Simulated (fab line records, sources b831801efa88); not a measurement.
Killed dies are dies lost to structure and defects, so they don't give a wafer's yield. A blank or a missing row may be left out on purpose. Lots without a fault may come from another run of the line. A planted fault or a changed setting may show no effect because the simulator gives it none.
fab line records | flow sky130
record lots=5 wafers=15 last_day=50
route steps=708 shown DNWELL@36 PWDE@45 NWELL@56 VT_ADJUST_HVTP@85
lots that met no fault: from a run of the same line without faults
start_h: hours from the record's first day to the start of the lot's first wafer shown | wait_h: hours since the lot's step before | " the same as in the row above | L1.1+2: a row that stands for several wafers | - no value, or no start given | * or withheld: withheld | < > ~ a bound
route shown NAME@n: a module of which the file shows steps, and the number in the route of the first | usual: mean/standard deviation of fault-free wafers | same: alike in all rows | chamber/n: place in a boat | sites: the reading at each site | _std_site: their standard deviation | _edge_site: outer sites' mean less inner sites' | radius_mm: how far each site lies from the wafer's centre | mask NAME#n: copy n | behind: the tool/chamber that last shaped the wafer | hold: why the lot was held/for how many hours/how that ended | device: the transistor (n, p or np) that didn't switch | end of line: the same wafers' tests at the end of the route | a step without rows: its recipe alone | killed: dies lost to structure and defects at the first sort, not the wafer's yield | map: a wafer's dies, x killed, . not, _ none there
set.NAME: the setting as run; set.NAME@STEP: as run at that earlier step | model.NAME: the simulator's own value behind a step, which no gauge read
lots at some steps of the route; a table a step, a row a wafer
services: from which hour (start_h, from the record's first day; less than 0 if before it) a tool's chamber was out of use, for how many hours, and why
## steps
# step SKY_DNWELL_HMDS_01
# recipe prime_time_s=60 prime_temp_c=120
# columns lot.wafer tool chamber start_h wait_h
L081.1+3+5 litho_track-03 0 81.00 0.1
L084.2+3+5 litho_track-02 0 96.63 0.1
L090.2+4+6 litho_track-01 0 127.71 0.1
L093.1+3+5 litho_track-02 0 145.40 0.1
L097.2+3+4 litho_track-02 0 166.63 0.1
# step SKY_DNWELL_COAT_02
# recipe spin_rpm=2000 resist_thk_nm=3000
# columns lot.wafer tool chamber start_h wait_h
L081.1+3+5 litho_track-03 0 81.15 0.1
L084.2+3+5 litho_track-02 0 96.78 0.1
L090.2+4+6 litho_track-01 0 127.86 0.1
L093.1+3+5 litho_track-02 0 145.55 0.1
L097.2+3+4 litho_track-02 0 166.78 0.1
# step SKY_DNWELL_SOFTBAKE_03
# recipe temp_c=110 time_s=withheld
# columns lot.wafer tool chamber start_h wait_h
L081.1+3+5 litho_track-03 0 81.30 0.1
L084.2+3+5 litho_track-02 0 96.93 0.1
L090.2+4+6 litho_track-01 0 128.02 0.1
L093.1+3+5 litho_track-02 0 145.70 0.1
L097.2+3+4 litho_track-02 0 166.93 0.1
# step SKY_DNWELL_EXPOSE_04
# recipe mask_id=DNM na=0.57 target_cd_nm=3000 dose_mj=222
# columns lot.wafer tool chamber start_h wait_h mask
L081.1+3+5 iline_stepper-02 0 - - DNM#0
L084.2+3+5 iline_stepper-02 0 - - DNM#0
L090.2+4+6 iline_stepper-02 0 - - DNM#0
L093.1+3+5 iline_stepper-01 0 - - DNM#0
L097.2+3+4 iline_stepper-02 0 - - DNM#0
# step SKY_DNWELL_PEB_05
# recipe temp_c=115 time_s=withheld
# columns lot.wafer tool chamber start_h wait_h
L081.1+3+5 litho_track-02 0 - -
L084.2+3+5 litho_track-01 0 - -
L090.2+4+6 litho_track-02 0 - -
L093.1+3+5 litho_track-03 0 - -
L097.2+3+4 litho_track-01 0 - -
# step SKY_DNWELL_DEVELOP_06
# recipe wall_angle_deg=90 developer=TMAH develop_time_s=60 dev_temp_c=23
# columns lot.wafer tool chamber start_h wait_h
L081.1+3+5 litho_track-02 0 - -
L084.2+3+5 litho_track-01 0 - -
L090.2+4+6 litho_track-02 0 - -
L093.1+3+5 litho_track-03 0 - -
L097.2+3+4 litho_track-01 0 - -
# step SKY_DNWELL_IMPLANT_07
# recipe species=P energy_kev=withheld dose_cm2=withheld tilt_deg=withheld
# same implant_ion_amu=*
# columns lot.wafer tool chamber start_h wait_h
L081.1+3+5 implanter-02 0 90.25 -
L084.2+3+5 implanter-02 0 105.96 -
L090.2+4+6 implanter-04 0 137.48 -
L093.1+3+5 implanter-04 0 155.35 -
L097.2+3+4 implanter-04 0 177.81 -
# step SKY_DNWELL_STRIP_08
# recipe chemistry=O2/N2 power_w=1400 pressure_mtorr=1500 platen_temp_c=withheld o2_flow_sccm=3000 n2_flow_sccm=300 overash_fraction=0.5
# usual drypump_motor_current_A=5.4/0.37 n2_flow_sccm=300.0/1 oes_product_au=0.723/0.0045 strip_time_to_endpoint_s=36.97/0.084
# columns lot.wafer tool chamber start_h wait_h drypump_motor_current_A n2_flow_sccm oes_product_au rf_hours_counter_h strip_time_to_endpoint_s
L081.1 plasma_asher-01 1 90.40 0.1 4.8 300.4 0.723 28 36.85
L081.3 " 0 " " 5.4 299.7 0.725 - 36.95
L081.5 " 0 " " 5.4 300.8 0.726 - 36.98
L084.2 plasma_asher-02 1 106.08 0.1 5.4 301.7 0.719 40 37.03
L084.3 " 0 " " 6.0 299.3 0.727 - 37.09
L084.5 " 1 " " 5.3 299.9 0.730 - 37.07
L090.2 plasma_asher-01 1 137.60 0.1 4.9 301.5 0.731 33 36.95
L090.4 " 1 " " 4.9 302.3 0.720 - 36.91
L090.6 " 0 " " 5.4 301.3 0.729 - 36.99
L093.1 plasma_asher-03 0 155.50 0.1 5.6 300.2 0.716 4 37.09
L093.3 " 0 " " 5.6 301.0 0.729 - 37.11
L093.5 " 1 " " 5.7 299.6 0.724 - 36.99
L097.2 plasma_asher-01 1 177.93 0.1 4.9 300.1 0.727 37 36.91
L097.3 " 0 " " 5.4 300.1 0.721 - 36.93
L097.4 " 1 " " 4.9 300.6 0.724 - 37.11
# step SKY_DNWELL_TW_MEAS_09
# usual DNWELL_TW=1122/6.6
# columns lot.wafer tool chamber start_h wait_h DNWELL_TW
L081.1 film_metro-02 - 90.50 0.1 1114
L081.3 " - " " 1112
L081.5 " - " " 1118
L084.2 film_metro-04 - 106.19 0.1 1139
L084.3 " - " " 1131
L084.5 " - " " 1136
L090.2 film_metro-01 - 137.71 0.1 1115
L090.4 " - " " 1110
L090.6 " - " " 1105
L093.1 film_metro-01 - 155.60 0.1 1121
L093.3 " - " " 1123
L093.5 " - " " 1119
L097.2 film_metro-04 - 178.04 0.1 1122
L097.3 " - " " 1130
L097.4 " - " " 1130
# step SKY_PWDE_DEHYDRATE_00
# recipe temp_c=200 time_s=60
# columns lot.wafer tool chamber start_h wait_h
L081.1+3+5 litho_track-02 0 99.05 8.5
L084.2+3+5 litho_track-04 0 114.14 7.9
L090.2+4+6 litho_track-01 0 147.01 9.3
L093.1+3+5 litho_track-02 0 164.55 8.9
L097.2+3+4 litho_track-01 0 188.06 10.0
# step SKY_PWDE_HMDS_01
# recipe prime_time_s=60 prime_temp_c=120
# columns lot.wafer tool chamber start_h wait_h
L081.1+3+5 litho_track-02 0 99.20 0.1
L084.2+3+5 litho_track-04 0 114.29 0.1
L090.2+4+6 litho_track-01 0 147.16 0.1
L093.1+3+5 litho_track-02 0 164.70 0.1
L097.2+3+4 litho_track-01 0 188.21 0.1
# step SKY_PWDE_COAT_02
# recipe spin_rpm=2000 resist_thk_nm=3000
# columns lot.wafer tool chamber start_h wait_h
L081.1+3+5 litho_track-02 0 99.35 0.1
L084.2+3+5 litho_track-04 0 114.44 0.1
L090.2+4+6 litho_track-01 0 147.31 0.1
L093.1+3+5 litho_track-02 0 164.85 0.1
L097.2+3+4 litho_track-01 0 188.36 0.1
# step SKY_PWDE_SOFTBAKE_03
# recipe temp_c=110 time_s=withheld
# columns lot.wafer tool chamber start_h wait_h
L081.1+3+5 litho_track-02 0 99.50 0.1
L084.2+3+5 litho_track-04 0 114.60 0.1
L090.2+4+6 litho_track-01 0 147.47 0.1
L093.1+3+5 litho_track-02 0 165.00 0.1
L097.2+3+4 litho_track-01 0 188.52 0.1
# step SKY_PWDE_EXPOSE_04
# recipe mask_id=PWDEM na=0.6 source_shape=conventional sigma_outer=0.6 polarization=unpolarized target_cd_nm=840 dose_mj=214
# columns lot.wafer tool chamber start_h wait_h mask
L081.1+3+5 iline_stepper-02 0 - - PWDEM#0
L084.2+3+5 iline_stepper-02 0 - - PWDEM#0
L090.2+4+6 iline_stepper-01 0 - - PWDEM#0
L093.1+3+5 iline_stepper-01 0 - - PWDEM#0
L097.2+3+4 iline_stepper-02 0 - - PWDEM#0
# step SKY_PWDE_PEB_05
# recipe temp_c=115 time_s=withheld
# columns lot.wafer tool chamber start_h wait_h
L081.1+3+5 litho_track-01 0 - -
L084.2+3+5 litho_track-02 0 - -
L090.2+4+6 litho_track-04 0 - -
L093.1+3+5 litho_track-01 0 - -
L097.2+3+4 litho_track-04 0 - -
# step SKY_PWDE_DEVELOP_06
# recipe wall_angle_deg=90 developer=TMAH develop_time_s=60 dev_temp_c=23
# columns lot.wafer tool chamber start_h wait_h
L081.1+3+5 litho_track-01 0 - -
L084.2+3+5 litho_track-02 0 - -
L090.2+4+6 litho_track-04 0 - -
L093.1+3+5 litho_track-01 0 - -
L097.2+3+4 litho_track-04 0 - -
# step SKY_PWDE_OVL_MEAS_07
# usual PWDE_OVL=1.1/1.3
# columns lot.wafer tool chamber start_h wait_h PWDE_OVL[nm]
L081.1 overlay-02 - 108.58 - 3.0
L081.3 " - " " 2.7
L081.5 " - " " 2.4
L084.2 overlay-01 - 124.06 - 0.9
L084.3 " - " " 2.1
L084.5 " - " " 1.8
L090.2 overlay-01 - 157.17 - 0.7
L090.4 " - " " 1.5
L090.6 " - " " 1.3
L093.1 overlay-01 - 175.78 - 1.6
L093.3 " - " " 1.1
L093.5 " - " " -0.5
L097.2 overlay-01 - 199.47 - 0.5
L097.3 " - " " 1.2
L097.4 " - " " -0.1
# step SKY_PWDE_IMPLANT_08
# recipe species=B energy_kev=150 dose_cm2=3.6e+12 tilt_deg=withheld
# same implant_ion_amu=11
# columns lot.wafer tool chamber start_h wait_h
L081.1+3+5 implanter-01 0 108.62 0.0
L084.2+3+5 implanter-04 0 124.11 0.0
L090.2+4+6 implanter-01 0 157.23 0.0
L093.1+3+5 implanter-04 0 175.82 0.0
L097.2+3+4 implanter-01 0 199.53 0.0
# step SKY_PWDE_STRIP_09
# recipe chemistry=O2/N2 power_w=1400 pressure_mtorr=1500 platen_temp_c=withheld o2_flow_sccm=3000 n2_flow_sccm=300 overash_fraction=0.5
# usual drypump_motor_current_A=5.33/0.28 n2_flow_sccm=299.9/0.8 oes_product_au=0.723/0.0045 strip_time_to_endpoint_s=36.98/0.1
# columns lot.wafer tool chamber start_h wait_h drypump_motor_current_A n2_flow_sccm oes_product_au rf_hours_counter_h strip_time_to_endpoint_s
L081.1 plasma_asher-01 1 108.77 0.1 4.85 298.4 0.717 30 36.99
L081.3 " 0 " " 5.40 298.6 0.729 - 37.10
L081.5 " 1 " " 4.86 299.7 0.725 - 37.18
L084.2 plasma_asher-03 1 124.24 0.1 5.73 298.7 0.721 0 36.97
L084.3 " 0 " " 5.60 299.7 0.725 - 36.78
L084.5 " 1 " " 5.72 300.3 0.727 - 36.83
L090.2 plasma_asher-04 1 157.35 0.1 5.37 299.7 0.725 48 36.95
L090.4 " 0 " " 5.12 299.8 0.727 - 36.95
L090.6 " 0 " " 5.08 300.0 0.723 - 36.86
L093.1 plasma_asher-04 0 175.97 0.1 5.12 299.9 0.720 50 37.02
L093.3 " 0 " " 5.09 299.5 0.726 - 37.13
L093.5 " 0 " " 5.11 300.2 0.724 - 37.00
L097.2 plasma_asher-01 0 199.65 0.1 5.42 300.2 0.720 39 36.92
L097.3 " 1 " " 4.88 298.9 0.723 - 37.02
L097.4 " 0 " " 5.42 299.9 0.717 - 36.94
# step SKY_PWDE_TW_MEAS_10
# usual PWDE_TW=376.3/1.7
# columns lot.wafer tool chamber start_h wait_h PWDE_TW
L081.1 film_metro-01 - 108.87 0.1 375.9
L081.3 " - " " 376.0
L081.5 " - " " 374.1
L084.2 film_metro-01 - 124.35 0.1 375.4
L084.3 " - " " 373.3
L084.5 " - " " 372.9
L090.2 film_metro-04 - 157.46 0.1 376.8
L090.4 " - " " 378.5
L090.6 " - " " 377.5
L093.1 film_metro-02 - 176.07 0.1 376.4
L093.3 " - " " 378.5
L093.5 " - " " 377.3
L097.2 film_metro-01 - 199.81 0.1 375.9
L097.3 " - " " 375.7
L097.4 " - " " 376.0
# step SKY_NWELL_DEHYDRATE_03
# recipe temp_c=200 time_s=60
# columns lot.wafer tool chamber start_h wait_h
L081.1+3+5 litho_track-03 0 117.60 8.7
L084.2+3+5 litho_track-04 0 133.09 8.7
L090.2+4+6 litho_track-01 0 166.11 8.6
L093.1+3+5 litho_track-03 0 186.05 10.0
L097.2+3+4 litho_track-04 0 210.19 10.4
# step SKY_NWELL_HMDS_04
# recipe prime_time_s=60 prime_temp_c=120
# columns lot.wafer tool chamber start_h wait_h
L081.1+3+5 litho_track-03 0 117.75 0.1
L084.2+3+5 litho_track-04 0 133.24 0.1
L090.2+4+6 litho_track-01 0 166.26 0.1
L093.1+3+5 litho_track-03 0 186.20 0.1
L097.2+3+4 litho_track-04 0 210.34 0.1
# step SKY_NWELL_COAT_05
# recipe spin_rpm=2000 resist_thk_nm=3000
# columns lot.wafer tool chamber start_h wait_h
L081.1+3+5 litho_track-03 0 117.90 0.1
L084.2+3+5 litho_track-04 0 133.39 0.1
L090.2+4+6 litho_track-01 0 166.41 0.1
L093.1+3+5 litho_track-03 0 186.35 0.1
L097.2+3+4 litho_track-04 0 210.49 0.1
# step SKY_NWELL_SOFTBAKE_06
# recipe temp_c=110 time_s=withheld
# columns lot.wafer tool chamber start_h wait_h
L081.1+3+5 litho_track-03 0 118.05 0.1
L084.2+3+5 litho_track-04 0 133.55 0.1
L090.2+4+6 litho_track-01 0 166.57 0.1
L093.1+3+5 litho_track-03 0 186.50 0.1
L097.2+3+4 litho_track-04 0 210.65 0.1
# step SKY_NWELL_EXPOSE_07
# recipe mask_id=NWM na=0.6 source_shape=conventional sigma_outer=0.6 polarization=unpolarized target_cd_nm=840 dose_mj=255
# columns lot.wafer tool chamber start_h wait_h mask
L081.1+3+5 iline_stepper-01 0 - - NWM#0
L084.2+3+5 iline_stepper-01 0 - - NWM#0
L090.2+4+6 iline_stepper-01 0 - - NWM#0
L093.1+3+5 iline_stepper-02 0 - - NWM#0
L097.2+3+4 iline_stepper-02 0 - - NWM#0
# step SKY_NWELL_PEB_08
# recipe temp_c=115 time_s=withheld
# columns lot.wafer tool chamber start_h wait_h
L081.1+3+5 litho_track-04 0 - -
L084.2+3+5 litho_track-03 0 - -
L090.2+4+6 litho_track-01 0 - -
L093.1+3+5 litho_track-01 0 - -
L097.2+3+4 litho_track-04 0 - -
# step SKY_NWELL_DEVELOP_09
# recipe wall_angle_deg=90 developer=TMAH develop_time_s=60 dev_temp_c=23
# columns lot.wafer tool chamber start_h wait_h
L081.1+3+5 litho_track-04 0 - -
L084.2+3+5 litho_track-03 0 - -
L090.2+4+6 litho_track-01 0 - -
L093.1+3+5 litho_track-01 0 - -
L097.2+3+4 litho_track-04 0 - -
# step SKY_NWELL_OVL_MEAS_10
# usual NWELL_00_OVL=0.4/1.4
# columns lot.wafer tool chamber start_h wait_h NWELL_00_OVL[nm]
L081.1 overlay-01 - 127.67 - 2.4
L081.3 " - " " 1.7
L081.5 " - " " 1.8
L084.2 overlay-02 - 143.51 - 1.5
L084.3 " - " " 3.1
L084.5 " - " " 0.3
L090.2 overlay-01 - 177.44 - 1.2
L090.4 " - " " 1.5
L090.6 " - " " 0.7
L093.1 overlay-02 - 197.18 - -0.5
L093.3 " - " " 0.9
L093.5 " - " " 1.4
L097.2 overlay-02 - 222.07 - 0.1
L097.3 " - " " 0.6
L097.4 " - " " -1.0
# step SKY_NWELL_IMPLANT_11
# recipe species=P energy_kev=400 dose_cm2=1.9e+13 tilt_deg=withheld
# same implant_ion_amu=31
# columns lot.wafer tool chamber start_h wait_h
L081.1+3+5 implanter-03 0 127.70 0.0
L084.2+3+5 implanter-02 0 143.56 0.0
L090.2+4+6 implanter-02 0 177.49 0.0
L093.1+3+5 implanter-04 0 197.22 0.0
L097.2+3+4 implanter-04 0 222.13 0.0
# step SKY_NWELL_IMPLANT_12
# recipe species=P energy_kev=120 dose_cm2=1.3e+12 tilt_deg=withheld
# same implant_ion_amu=31
# columns lot.wafer tool chamber start_h wait_h
L081.1+3+5 implanter-03 0 127.85 0.1
L084.2+3+5 implanter-02 0 143.71 0.1
L090.2+4+6 implanter-02 0 177.64 0.1
L093.1+3+5 implanter-04 0 197.37 0.1
L097.2+3+4 implanter-04 0 222.28 0.1
# step SKY_NWELL_IMPLANT_13
# recipe species=P energy_kev=50 dose_cm2=7e+11 tilt_deg=withheld
# same implant_ion_amu=31
# columns lot.wafer tool chamber start_h wait_h
L081.1+3+5 implanter-03 0 128.00 0.1
L084.2+3+5 implanter-02 0 143.86 0.1
L090.2+4+6 implanter-02 0 177.79 0.1
L093.1+3+5 implanter-04 0 197.52 0.1
L097.2+3+4 implanter-04 0 222.43 0.1
# step SKY_NWELL_STRIP_14
# recipe chemistry=O2/N2 power_w=1400 pressure_mtorr=1500 platen_temp_c=withheld o2_flow_sccm=3000 n2_flow_sccm=300 overash_fraction=0.5
# usual drypump_motor_current_A=5.54/0.3 n2_flow_sccm=300.0/1.1 oes_product_au=0.722/0.005 strip_time_to_endpoint_s=36.97/0.1
# columns lot.wafer tool chamber start_h wait_h drypump_motor_current_A n2_flow_sccm oes_product_au rf_hours_counter_h strip_time_to_endpoint_s
L081.1 plasma_asher-02 1 128.15 0.1 5.34 300.8 0.716 43 37.11
L081.3 " 0 " " 6.02 299.5 0.724 - 37.16
L081.5 " 0 " " 6.02 300.0 0.717 - 36.97
L084.2 plasma_asher-04 1 143.99 0.1 5.36 300.2 0.723 47 36.63
L084.3 " 0 " " 5.11 302.5 0.718 - 36.75
L084.5 " 1 " " 5.35 299.8 0.722 - 36.76
L090.2 plasma_asher-03 0 177.92 0.1 5.61 301.8 0.725 6 37.03
L090.4 " 1 " " 5.70 299.6 0.725 - 37.10
L090.6 " 1 " " 5.71 299.8 0.720 - 36.97
L093.1 plasma_asher-02 0 197.67 0.1 6.03 299.4 0.724 50 36.90
L093.3 " 0 " " 6.05 299.9 0.713 - 36.98
L093.5 " 1 " " 5.34 299.8 0.727 - 37.05
L097.2 plasma_asher-04 1 222.55 0.1 5.37 299.3 0.725 54 36.90
L097.3 " 0 " " 5.10 302.1 0.718 - 36.91
L097.4 " 1 " " 5.38 300.1 0.717 - 36.98
# step SKY_NWELL_TW_MEAS_15
# usual NWELL_TW=1829/8
# columns lot.wafer tool chamber start_h wait_h NWELL_TW
L081.1 film_metro-04 - 128.25 0.1 1827
L081.3 " - " " 1828
L081.5 " - " " 1835
L084.2 film_metro-04 - 144.10 0.1 1834
L084.3 " - " " 1831
L084.5 " - " " 1830
L090.2 film_metro-01 - 178.03 0.1 1823
L090.4 " - " " 1812
L090.6 " - " " 1820
L093.1 film_metro-01 - 197.77 0.1 1819
L093.3 " - " " 1826
L093.5 " - " " 1823
L097.2 film_metro-01 - 222.66 0.1 1828
L097.3 " - " " 1820
L097.4 " - " " 1807
# step SKY_NWELL_DEHYDRATE_16
# recipe temp_c=200 time_s=60
# columns lot.wafer tool chamber start_h wait_h
L081.1+3+5 litho_track-04 0 137.06 8.8
L084.2+3+5 litho_track-03 0 153.18 9.1
L090.2+4+6 litho_track-03 0 187.88 9.8
L093.1+3+5 litho_track-04 0 207.76 10.0
L097.2+3+4 litho_track-04 0 233.24 10.6
# step SKY_NWELL_HMDS_17
# recipe prime_time_s=60 prime_temp_c=120
# columns lot.wafer tool chamber start_h wait_h
L081.1+3+5 litho_track-04 0 137.21 0.1
L084.2+3+5 litho_track-03 0 153.33 0.1
L090.2+4+6 litho_track-03 0 188.03 0.1
L093.1+3+5 litho_track-04 0 207.91 0.1
L097.2+3+4 litho_track-04 0 233.39 0.1
# step SKY_NWELL_COAT_18
# recipe spin_rpm=2000 resist_thk_nm=3000
# columns lot.wafer tool chamber start_h wait_h
L081.1+3+5 litho_track-04 0 137.36 0.1
L084.2+3+5 litho_track-03 0 153.48 0.1
L090.2+4+6 litho_track-03 0 188.18 0.1
L093.1+3+5 litho_track-04 0 208.06 0.1
L097.2+3+4 litho_track-04 0 233.54 0.1
# step SKY_NWELL_SOFTBAKE_19
# recipe temp_c=110 time_s=withheld
# columns lot.wafer tool chamber start_h wait_h
L081.1+3+5 litho_track-04 0 137.51 0.1
L084.2+3+5 litho_track-03 0 153.63 0.1
L090.2+4+6 litho_track-03 0 188.33 0.1
L093.1+3+5 litho_track-04 0 208.21 0.1
L097.2+3+4 litho_track-04 0 233.70 0.1
# step SKY_NWELL_EXPOSE_20
# recipe mask_id=NWM_COMPLEMENT na=0.6 source_shape=conventional sigma_outer=0.6 polarization=unpolarized target_cd_nm=840 dose_mj=260
# columns lot.wafer tool chamber start_h wait_h mask
L081.1+3+5 iline_stepper-02 0 - - NWM_COMPLEMENT#0
L084.2+3+5 iline_stepper-01 0 - - NWM_COMPLEMENT#0
L090.2+4+6 iline_stepper-01 0 - - NWM_COMPLEMENT#0
L093.1+3+5 iline_stepper-02 0 - - NWM_COMPLEMENT#0
L097.2+3+4 iline_stepper-01 0 - - NWM_COMPLEMENT#0
# step SKY_NWELL_PEB_21
# recipe temp_c=115 time_s=withheld
# columns lot.wafer tool chamber start_h wait_h
L081.1+3+5 litho_track-04 0 - -
L084.2+3+5 litho_track-01 0 - -
L090.2+4+6 litho_track-04 0 - -
L093.1+3+5 litho_track-04 0 - -
L097.2+3+4 litho_track-03 0 - -
# step SKY_NWELL_DEVELOP_22
# recipe wall_angle_deg=90 developer=TMAH develop_time_s=60 dev_temp_c=23
# columns lot.wafer tool chamber start_h wait_h
L081.1+3+5 litho_track-04 0 - -
L084.2+3+5 litho_track-01 0 - -
L090.2+4+6 litho_track-04 0 - -
L093.1+3+5 litho_track-04 0 - -
L097.2+3+4 litho_track-03 0 - -
# step SKY_NWELL_OVL_MEAS_23
# usual NWELL_01_OVL=0.6/1.4
# columns lot.wafer tool chamber start_h wait_h NWELL_01_OVL[nm]
L081.1 overlay-01 - 147.91 - -1.8
L081.3 " - " " -2.1
L081.5 " - " " -0.1
L084.2 overlay-02 - 163.29 - -0.8
L084.3 " - " " 0.3
L084.5 " - " " 0.0
L090.2 overlay-01 - 199.12 - 1.5
L090.4 " - " " 1.7
L090.6 " - " " 0.7
L093.1 overlay-02 - 219.46 - 0.8
L093.3 " - " " 0.5
L093.5 " - " " 0.9
L097.2 overlay-02 - 245.16 - -2.2
L097.3 " - " " -2.3
L097.4 " - " " -1.6
# step SKY_NWELL_IMPLANT_24
# recipe species=B energy_kev=140 dose_cm2=9.2e+12 tilt_deg=withheld
# same implant_ion_amu=11
# columns lot.wafer tool chamber start_h wait_h
L081.1+3+5 implanter-04 0 147.95 0.0
L084.2+3+5 implanter-02 0 163.34 0.0
L090.2+4+6 implanter-04 0 199.18 0.0
L093.1+3+5 implanter-04 0 219.50 0.0
L097.2+3+4 implanter-03 0 245.21 0.0
# step SKY_NWELL_STRIP_25
# recipe chemistry=O2/N2 power_w=1400 pressure_mtorr=1500 platen_temp_c=withheld o2_flow_sccm=3000 n2_flow_sccm=300 overash_fraction=0.5
# usual drypump_motor_current_A=5.50/0.28 n2_flow_sccm=299.9/0.94 oes_product_au=0.722/0.0044 strip_time_to_endpoint_s=36.97/0.092
# columns lot.wafer tool chamber start_h wait_h drypump_motor_current_A n2_flow_sccm oes_product_au rf_hours_counter_h strip_time_to_endpoint_s
L081.1 plasma_asher-03 1 148.10 0.1 5.69 300.4 0.735 3 37.00
L081.3 " 0 " " 5.60 300.1 0.716 - 36.99
L081.5 " 1 " " 5.70 301.3 0.720 - 36.93
L084.2 plasma_asher-03 1 163.47 0.1 5.71 298.8 0.718 4 37.06
L084.3 " 0 " " 5.61 300.6 0.716 - 37.08
L084.5 " 1 " " 5.70 300.1 0.731 - 37.00
L090.2 plasma_asher-04 0 199.30 0.1 5.08 300.2 0.728 52 36.83
L090.4 " 1 " " 5.38 299.2 0.720 - 36.82
L090.6 " 0 " " 5.11 300.4 0.718 - 36.74
L093.1 plasma_asher-04 1 219.65 0.1 5.37 299.7 0.718 54 36.89
L093.3 " 1 " " 5.36 299.4 0.722 - 36.87
L093.5 " 0 " " 5.12 301.1 0.729 - 36.92
L097.2 plasma_asher-02 1 245.34 0.1 5.34 300.3 0.721 54 37.08
L097.3 " 1 " " 5.32 300.7 0.719 - 37.04
L097.4 " 0 " " 6.04 301.5 0.722 - 37.03
# step SKY_NWELL_TW_MEAS_26
# usual NWELL_2_TW=498.7/2.7
# columns lot.wafer tool chamber start_h wait_h NWELL_2_TW
L081.1 film_metro-02 - 148.20 0.1 501.6
L081.3 " - " " 499.5
L081.5 " - " " 498.6
L084.2 film_metro-04 - 163.58 0.1 501.9
L084.3 " - " " 499.0
L084.5 " - " " 501.0
L090.2 film_metro-01 - 199.41 0.1 497.3
L090.4 " - " " 499.3
L090.6 " - " " 497.7
L093.1 film_metro-02 - 219.75 0.1 497.7
L093.3 " - " " 499.0
L093.5 " - " " 497.3
L097.2 film_metro-01 - 245.45 0.1 500.2
L097.3 " - " " 503.8
L097.4 " - " " 502.4
# step SKY_NWELL_CLEAN_27
# recipe chemistry=SC1/SC2 mix=1:4:20 temp_c=70 time_s=150 dry=n2_spin
# columns lot.wafer tool chamber start_h wait_h
L081.1+3+5 wet_bench-04 2 148.26 0.1
L084.2+3+5 wet_bench-04 1 163.63 0.0
L090.2+4+6 wet_bench-01 1 199.46 0.0
L093.1+3+5 wet_bench-03 2 219.81 0.1
L097.2+3+4 wet_bench-04 0 245.50 0.0
# step SKY_NWELL_RTA_28
# recipe temp_c=1050 time_s=30 idle_temp_c=650 ramp_up_c_per_s=150 ramp_down_c_per_s=90 ambient=N2
# usual lamp_power_pct=25.31/0.053 wafer_temp_C_max=1054.8/0.89
# columns lot.wafer tool chamber start_h wait_h lamp_power_pct wafer_temp_C_max
L081.1 rtp_anneal-02 0 148.36 0.0 25.22 1054.4
L081.3 " 0 " " 25.33 1054.8
L081.5 " 0 " " 25.28 1053.8
L084.2 rtp_anneal-01 0 163.70 0.0 25.28 1054.0
L084.3 " 0 " " 25.33 1054.7
L084.5 " 0 " " 25.38 1054.0
L090.2 rtp_anneal-02 0 199.53 0.0 25.38 1054.9
L090.4 " 0 " " 25.35 1055.2
L090.6 " 0 " " 25.30 1054.8
L093.1 rtp_anneal-01 0 219.86 0.0 25.32 1054.4
L093.3 " 0 " " 25.39 1055.2
L093.5 " 0 " " 25.34 1055.1
L097.2 rtp_anneal-02 0 245.56 0.0 25.35 1054.5
L097.3 " 0 " " 25.27 1055.3
L097.4 " 0 " " 25.34 1055.1
# step SKY_NWELL_RS_MEAS_29
# recipe thk_meas_gauge=four-point-probe
# usual NWELL_RS=625.2/1.5
# columns lot.wafer tool chamber start_h wait_h NWELL_RS[ohm/sq]
L081.1 film_metro-01 - 148.46 0.1 626.1
L081.3 " - " " 624.5
L081.5 " - " " 625.3
L084.2 film_metro-02 - 163.80 0.1 624.2
L084.3 " - " " 628.0
L084.5 " - " " 626.5
L090.2 film_metro-04 - 199.63 0.1 626.4
L090.4 " - " " 627.6
L090.6 " - " " 629.1
L093.1 film_metro-04 - 219.96 0.1 626.9
L093.3 " - " " 626.2
L093.5 " - " " 627.2
L097.2 film_metro-01 - 245.67 0.1 624.8
L097.3 " - " " 623.9
L097.4 " - " " 626.6
# step SKY_NWELL_RS_MEAS_31
# recipe thk_meas_gauge=four-point-probe
# usual PWDE_RS=5279/17
# columns lot.wafer tool chamber start_h wait_h PWDE_RS[ohm/sq]
L081.1 film_metro-01 - 148.70 0.1 5262
L081.3 " - " " 5269
L081.5 " - " " 5275
L084.2 film_metro-02 - 164.04 0.1 5270
L084.3 " - " " 5257
L084.5 " - " " 5265
L090.2 film_metro-04 - 199.87 0.1 5281
L090.4 " - " " 5269
L090.6 " - " " 5264
L093.1 film_metro-04 - 220.20 0.1 5270
L093.3 " - " " 5271
L093.5 " - " " 5288
L097.2 film_metro-01 - 245.91 0.1 5284
L097.3 " - " " 5257
L097.4 " - " " 5284
# step SKY_VT_ADJUST_HVTP_DEHYDRATE_00
# recipe temp_c=200 time_s=60
# columns lot.wafer tool chamber start_h wait_h
L081.1+3+5 litho_track-02 0 157.90 9.2
L084.2+3+5 litho_track-02 0 174.08 10.0
L090.2+4+6 litho_track-02 0 210.78 10.9
L093.1+3+5 litho_track-03 0 230.90 10.7
L097.2+3+4 litho_track-04 0 256.99 11.1
# step SKY_VT_ADJUST_HVTP_HMDS_01
# recipe prime_time_s=60 prime_temp_c=120
# columns lot.wafer tool chamber start_h wait_h
L081.1+3+5 litho_track-02 0 158.05 0.1
L084.2+3+5 litho_track-02 0 174.23 0.1
L090.2+4+6 litho_track-02 0 210.93 0.1
L093.1+3+5 litho_track-03 0 231.05 0.1
L097.2+3+4 litho_track-04 0 257.14 0.1
## services
# columns tool chamber start_h hours kind
implanter-02 - 73.77 1.1 repair
iline_stepper-01 - 78.98 1.7 pm
litho_track-04 - 80.10 - consumable_replace:filter
plasma_asher-03 - 84.76 2.8 pm
implanter-04 - 85.97 13.0 pm
plasma_asher-03 - 89.94 1.0 repair
plasma_asher-01 - 95.98 4.3 pm
plasma_asher-03 - 108.75 9.0 pm
plasma_asher-03 0 108.75 9.0 vent_cycle
plasma_asher-03 1 108.75 9.0 vent_cycle
iline_stepper-02 0 108.91 - calibration
plasma_asher-04 - 109.11 1.8 repair
iline_stepper-02 - 117.26 1.7 pm
plasma_asher-03 0 117.75 - clean
plasma_asher-02 - 131.99 4.3 repair
implanter-02 - 133.31 4.5 pm
implanter-01 - 138.48 1.2 repair
litho_track-03 - 176.49 - consumable_replace:filter
plasma_asher-04 - 178.44 7.0 repair
wet_bench-01 - 185.87 1.8 repair
iline_stepper-01 0 201.52 - calibration
plasma_asher-04 - 206.04 1.6 repair
wet_bench-04 - 215.82 1.9 pm
implanter-03 - 235.31 4.1 pm
## key
fault none
